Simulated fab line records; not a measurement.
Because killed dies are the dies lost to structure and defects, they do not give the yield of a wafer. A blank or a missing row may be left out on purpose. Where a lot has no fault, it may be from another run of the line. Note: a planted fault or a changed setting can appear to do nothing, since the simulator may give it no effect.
The tool behind it: which one? / flow gf180mcu / Sampling: 14 lots, 42 wafers, 5 of 602 route steps

## WHAT EACH GAUGE READ, for each wafer
GF_VT_IMPLANT_TW_MEAS_43.
lot=L357; measured=day 8 09:32; on=filmMetro-02; VT_IMPLANT_4_TW=698 693 698
lot=L358; measured=day 8 20:18; on=filmMetro-01; VT_IMPLANT_4_TW=699 699 700
lot=L360; measured=day 8 22:44; on=filmMetro-01; VT_IMPLANT_4_TW=697 703 700
lot=L362; measured=day 9 10:19; on=filmMetro-04; VT_IMPLANT_4_TW=686 690 688
lot=L364; measured=day 9 22:07; on=filmMetro-04; VT_IMPLANT_4_TW=695 690 689
lot=L363; measured=day 10 00:19; on=filmMetro-02; VT_IMPLANT_4_TW=696 698 696
lot=L367; measured=day 10 14:59; on=filmMetro-04; VT_IMPLANT_4_TW=688 692 687
lot=L369; measured=day 11 03:35; on=filmMetro-01; VT_IMPLANT_4_TW=657 654 655
lot=L370; measured=day 11 08:40; on=filmMetro-02; VT_IMPLANT_4_TW=695 696 703
lot=L372; measured=day 11 23:17; on=filmMetro-04; VT_IMPLANT_4_TW=657 653 651
lot=L374; measured=day 12 08:19; on=filmMetro-04; VT_IMPLANT_4_TW=690 691 684
lot=L376; measured=day 13 00:14; on=filmMetro-01; VT_IMPLANT_4_TW=695 699 695
lot=L377; measured=day 13 06:53; on=filmMetro-02; VT_IMPLANT_4_TW=702 698 700
lot=L378; measured=day 13 11:14; on=filmMetro-04; VT_IMPLANT_4_TW=683 690 689

GF_M4_OVL_MEAS_15.
lot=L357; measured=day 24 16:28; on=overlay-02; M4_OVL (nm)=3 5 9
lot=L358; measured=day 24 20:49; on=overlay-02; M4_OVL (nm)=-1 4 -6
lot=L360; measured=day 24 23:39; on=overlay-01; M4_OVL (nm)=14 -3 5
lot=L362; measured=day 25 13:33; on=overlay-01; M4_OVL (nm)=-10 -10 -6
lot=L364; measured=day 26 06:06; on=overlay-02; M4_OVL (nm)=-3 1 5
lot=L363; measured=day 26 13:33; on=overlay-02; M4_OVL (nm)=-2 0 11
lot=L367; measured=day 27 00:43; on=overlay-02; M4_OVL (nm)=-6 -8 -2
lot=L369; measured=day 27 18:43; on=overlay-02; M4_OVL (nm)=-6 3 8
lot=L370; measured=day 27 18:55; on=overlay-02; M4_OVL (nm)=-9 -2 6
lot=L372; measured=day 28 17:22; on=overlay-01; M4_OVL (nm)=2 3 -2
lot=L374; measured=day 29 03:49; on=overlay-02; M4_OVL (nm)=7 -3 2
lot=L376; measured=day 29 16:40; on=overlay-01; M4_OVL (nm)=3 -2 3
lot=L377; measured=day 29 19:04; on=overlay-02; M4_OVL (nm)=-5 2 -3
lot=L378; measured=day 30 03:31; on=overlay-01; M4_OVL (nm)=0 -1 -9

GF_V4_OVL_MEAS_15.
lot=L357; measured=day 25 15:10; on=overlay-02; V4_OVL (nm)=-9 -1 -6
lot=L358; measured=day 25 19:58; on=overlay-02; V4_OVL (nm)=3 0 5
lot=L360; measured=day 25 22:30; on=overlay-02; V4_OVL (nm)=-8 -7 1
lot=L362; measured=day 26 12:00; on=overlay-02; V4_OVL (nm)=-1 -5 -5
lot=L364; measured=day 27 03:39; on=overlay-02; V4_OVL (nm)=-2 -8 -4
lot=L363; measured=day 27 11:12; on=overlay-02; V4_OVL (nm)=2 3 0
lot=L367; measured=day 27 22:19; on=overlay-01; V4_OVL (nm)=4 2 -1
lot=L369; measured=day 28 16:16; on=overlay-01; V4_OVL (nm)=4 -10 -2
lot=L370; measured=day 28 16:52; on=overlay-01; V4_OVL (nm)=-3 -2 -12
lot=L372; measured=day 29 14:37; on=overlay-01; V4_OVL (nm)=-5 -10 -2
lot=L374; measured=day 30 00:25; on=overlay-02; V4_OVL (nm)=-3 0 -1
lot=L376; measured=day 30 13:31; on=overlay-02; V4_OVL (nm)=-3 -9 -11
lot=L377; measured=day 30 15:40; on=overlay-01; V4_OVL (nm)=5 -4 -3
lot=L378; measured=day 30 23:10; on=overlay-02; V4_OVL (nm)=-11 -6 -7

## EACH LOT AND THE TOOL THAT RAN IT (in order: tool; ch and the chambers of the sampled wafers; start)
lot=L357; GF_VT_IMPLANT_IMPLANT_41=implanter-01 ch 0, day 8 09:18; GF_V2_ETCH_17=rieDiel-03 ch 0,2,3, day 24 16:28 or earlier
lot=L358; GF_VT_IMPLANT_IMPLANT_41=implanter-03 ch 0, day 8 20:05; GF_V2_ETCH_17=rieDiel-03 ch 1,2,3, day 24 20:49 or earlier
lot=L360; GF_VT_IMPLANT_IMPLANT_41=implanter-03 ch 0, day 8 22:29; GF_V2_ETCH_17=rieDiel-03 ch 0,1,2, day 24 23:39 or earlier
lot=L362; GF_VT_IMPLANT_IMPLANT_41=implanter-03 ch 0, day 9 10:04; GF_V2_ETCH_17=rieDiel-01 ch 0,2, day 25 13:33 or earlier
lot=L364; GF_VT_IMPLANT_IMPLANT_41=implanter-01 ch 0, day 9 21:52; GF_V2_ETCH_17=rieDiel-02 ch 2, day 26 06:06 or earlier
lot=L363; GF_VT_IMPLANT_IMPLANT_41=implanter-01 ch 0, day 10 00:04; GF_V2_ETCH_17=rieDiel-01 ch 0,1, day 26 13:33 or earlier
lot=L367; GF_VT_IMPLANT_IMPLANT_41=implanter-03 ch 0, day 10 14:45; GF_V2_ETCH_17=rieDiel-03 ch 1,2,3, day 27 00:43 or earlier
lot=L369; GF_VT_IMPLANT_IMPLANT_41=implanter-01 ch 0, day 11 03:21; GF_V2_ETCH_17=rieDiel-01 ch 1,3, day 27 18:43 or earlier
lot=L370; GF_VT_IMPLANT_IMPLANT_41=implanter-04 ch 0, day 11 08:25; GF_V2_ETCH_17=rieDiel-02 ch 1,2,3, day 27 18:55 or earlier
lot=L372; GF_VT_IMPLANT_IMPLANT_41=implanter-01 ch 0, day 11 23:03; GF_V2_ETCH_17=rieDiel-03 ch 0,2,3, day 28 17:22 or earlier
lot=L374; GF_VT_IMPLANT_IMPLANT_41=implanter-04 ch 0, day 12 08:04; GF_V2_ETCH_17=rieDiel-02 ch 0,1,2, day 29 03:49 or earlier
lot=L376; GF_VT_IMPLANT_IMPLANT_41=implanter-03 ch 0, day 13 00:00; GF_V2_ETCH_17=rieDiel-02 ch 1,2,3, day 29 16:40 or earlier
lot=L377; GF_VT_IMPLANT_IMPLANT_41=implanter-03 ch 0, day 13 06:40; GF_V2_ETCH_17=rieDiel-01 ch 0,1, day 29 19:04 or earlier
lot=L378; GF_VT_IMPLANT_IMPLANT_41=implanter-04 ch 0, day 13 11:00; GF_V2_ETCH_17=rieDiel-03 ch 1,2, day 30 03:31 or earlier
- GF_VT_IMPLANT_IMPLANT_41
- GF_V2_ETCH_17: etches SiO2 in C4F8/O2/Ar, stops on TiN, target depth 630 nm.

## AS READ BY THE TOOLS THEMSELVES (means over the sampled wafers that have a number; for cases with no such wafer, the mark the record gives instead)
GF_VT_IMPLANT_IMPLANT_41.
lot=L357 tool=implanter-01 beamEnergyKeV=70.031 doseIonsCm2=1.014e+12 faradayCurrentUA=5.74
lot=L358 tool=implanter-03 beamEnergyKeV=69.984 doseIonsCm2=1.013e+12 faradayCurrentUA=5.67
lot=L360 tool=implanter-03 beamEnergyKeV=69.991 doseIonsCm2=1.013e+12 faradayCurrentUA=5.71
lot=L362 tool=implanter-03 beamEnergyKeV=70.006 doseIonsCm2=1.012e+12 faradayCurrentUA=5.75
lot=L364 tool=implanter-01 beamEnergyKeV=70.002 doseIonsCm2=1.013e+12 faradayCurrentUA=5.72
lot=L363 tool=implanter-01 beamEnergyKeV=69.996 doseIonsCm2=1.013e+12 faradayCurrentUA=5.65
lot=L367 tool=implanter-03 beamEnergyKeV=70.002 doseIonsCm2=1.013e+12 faradayCurrentUA=5.69
lot=L369 tool=implanter-01 beamEnergyKeV=69.987 doseIonsCm2=8.362e+11 faradayCurrentUA=4.73
lot=L370 tool=implanter-04 beamEnergyKeV=69.983 doseIonsCm2=1.013e+12 faradayCurrentUA=5.71
lot=L372 tool=implanter-01 beamEnergyKeV=69.998 doseIonsCm2=8.373e+11 faradayCurrentUA=4.76
lot=L374 tool=implanter-04 beamEnergyKeV=69.978 doseIonsCm2=1.013e+12 faradayCurrentUA=5.62
lot=L376 tool=implanter-03 beamEnergyKeV=70.012 doseIonsCm2=1.013e+12 faradayCurrentUA=5.74
lot=L377 tool=implanter-03 beamEnergyKeV=70.010 doseIonsCm2=1.012e+12 faradayCurrentUA=5.64
lot=L378 tool=implanter-04 beamEnergyKeV=69.986 doseIonsCm2=1.013e+12 faradayCurrentUA=5.74

GF_V2_ETCH_17.
lot=L357; tool=rieDiel-03; oesProductAu (a.u.)=0.854
lot=L358; tool=rieDiel-03; oesProductAu (a.u.)=0.854
lot=L360; tool=rieDiel-03; oesProductAu (a.u.)=0.850
lot=L362; tool=rieDiel-01; oesProductAu (a.u.)=0.858
lot=L364; tool=rieDiel-02; oesProductAu (a.u.)=0.856
lot=L363; tool=rieDiel-01; oesProductAu (a.u.)=0.855
lot=L367; tool=rieDiel-03; oesProductAu (a.u.)=0.853
lot=L369; tool=rieDiel-01; oesProductAu (a.u.)=0.860
lot=L370; tool=rieDiel-02; oesProductAu (a.u.)=0.856
lot=L372; tool=rieDiel-03; oesProductAu (a.u.)=0.852
lot=L374; tool=rieDiel-02; oesProductAu (a.u.)=0.859
lot=L376; tool=rieDiel-02; oesProductAu (a.u.)=0.858
lot=L377; tool=rieDiel-01; oesProductAu (a.u.)=0.857
lot=L378; tool=rieDiel-03; oesProductAu (a.u.)=0.850

## THE ANSWER, worked out from the rows above alone
Rule: the usual values come from the lots themselves. Put in order of their means at a reading, lots are off if they are a third of the lots or fewer, leave a main group of 4 or more, and stand apart from it by a gap of 3 or more times the standard deviation of the main group's means; of several such gaps the widest counts. Not used: any main group whose means are identical at the precision the tables above print for the reading. Also off: a lot with no number at a reading for which 4 or more lots have one. All remaining lots with rows at the step are treated as sound. Order of review: gauges by route order, followed by the tools' own readings, for which a lot's mean as printed above is used. At the first step where some lot is off, the reading lying furthest off is the one used; lots without a number count as furthest.
Off: L369, L372, seen at GF_VT_IMPLANT_TW_MEAS_43 (VT_IMPLANT_4_TW). The main group: mean 694, standard deviation 4.8.
If a tool, at a process step before that reading, ran all the lots that are off and no sound lot after the first of them, it fits. The gauges at GF_VT_IMPLANT_TW_MEAS_43 aren't tried: what is off there is off at GF_VT_IMPLANT_IMPLANT_41 too, on other tools, and a gauge's error can't cause that. One fits: implanter-01 at GF_VT_IMPLANT_IMPLANT_41. Its last sound lot is L363 (day 10 00:04), its first lot that is off L369 (day 11 03:21): a fault that began between those two fits.
The tool's own readings at GF_VT_IMPLANT_IMPLANT_41 bear it out: on the lots that are off they differ by more than 5 times the standard deviation of the sound lots' means. doseIonsCm2 reads 8.368e+11 there against 1.013e+12 on the sound lots; faradayCurrentUA reads 4.75 there against 5.70 on the sound lots.

## WHAT WAS PUT IN BY THE SIMULATOR
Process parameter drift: implanter-01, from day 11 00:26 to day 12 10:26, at GF_VT_IMPLANT_IMPLANT_41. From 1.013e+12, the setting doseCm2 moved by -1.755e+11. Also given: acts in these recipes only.
Struck lots among those shown: L369, L372. The same result came from the rule above.
